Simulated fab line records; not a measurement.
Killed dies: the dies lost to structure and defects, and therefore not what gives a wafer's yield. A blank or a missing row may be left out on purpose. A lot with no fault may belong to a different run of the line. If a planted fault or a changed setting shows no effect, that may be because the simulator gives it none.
Chamber matching :: flow sky130 :: SKY_FIELD_ISO_ETCH_17 on rie-si-02 has 4 sister chambers
The step etches Si in HBr/Cl2/O2, target depth 342 nm, time 97.7 s. 4 wafers are shown with their chamber, then 7 later ones without.

== EACH WAFER AND ITS CHAMBER ==
wafer: L876.4
chamber: 3
drypump-motor-current-A (A): 5.93

wafer: L876.5
chamber: 0
drypump-motor-current-A (A): 6.06

wafer: L882.3
chamber: 2
drypump-motor-current-A (A): 5.96

wafer: L882.5
chamber: 1
drypump-motor-current-A (A): 5.99

== WAFERS WITH NO CHAMBER GIVEN ==
wafer: L882.6
drypump-motor-current-A (A): 5.93

wafer: L883.2
drypump-motor-current-A (A): 5.93

wafer: L883.3
drypump-motor-current-A (A): 5.92

wafer: L883.4
drypump-motor-current-A (A): 6.08

wafer: L885.2
drypump-motor-current-A (A): 6.00

wafer: L885.4
drypump-motor-current-A (A): 5.91

wafer: L885.6
drypump-motor-current-A (A): 6.06

== CHAMBER TAKEN BY EACH ==
wafer: L882.6
from the rows above: 3
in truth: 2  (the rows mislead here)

wafer: L883.2
from the rows above: 3
in truth: 3

wafer: L883.3
from the rows above: 3
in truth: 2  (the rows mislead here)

wafer: L883.4
from the rows above: 0
in truth: 0

wafer: L885.2
from the rows above: 1
in truth: 1

wafer: L885.4
from the rows above: 3
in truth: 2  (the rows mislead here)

wafer: L885.6
from the rows above: 0
in truth: 0
Correct placement for 4 of the 7. Not placeable from these rows: 0. Number placed wrongly: 3.
How it was worked out, from the rows above alone: a wafer's distance from a chamber is the root of the sum, over the readings, of the square of ((its reading less the chamber's mean) divided by the reading's scatter). The wafer belongs to the nearest chamber; if the next one is less than 2 further off, it can't be placed. For every chamber, the mean is computed from those of its wafers that are shown. The scatter (one wafer shown for each chamber): square how far every hidden wafer sits from the nearest shown wafer, average those squares and take the square root.
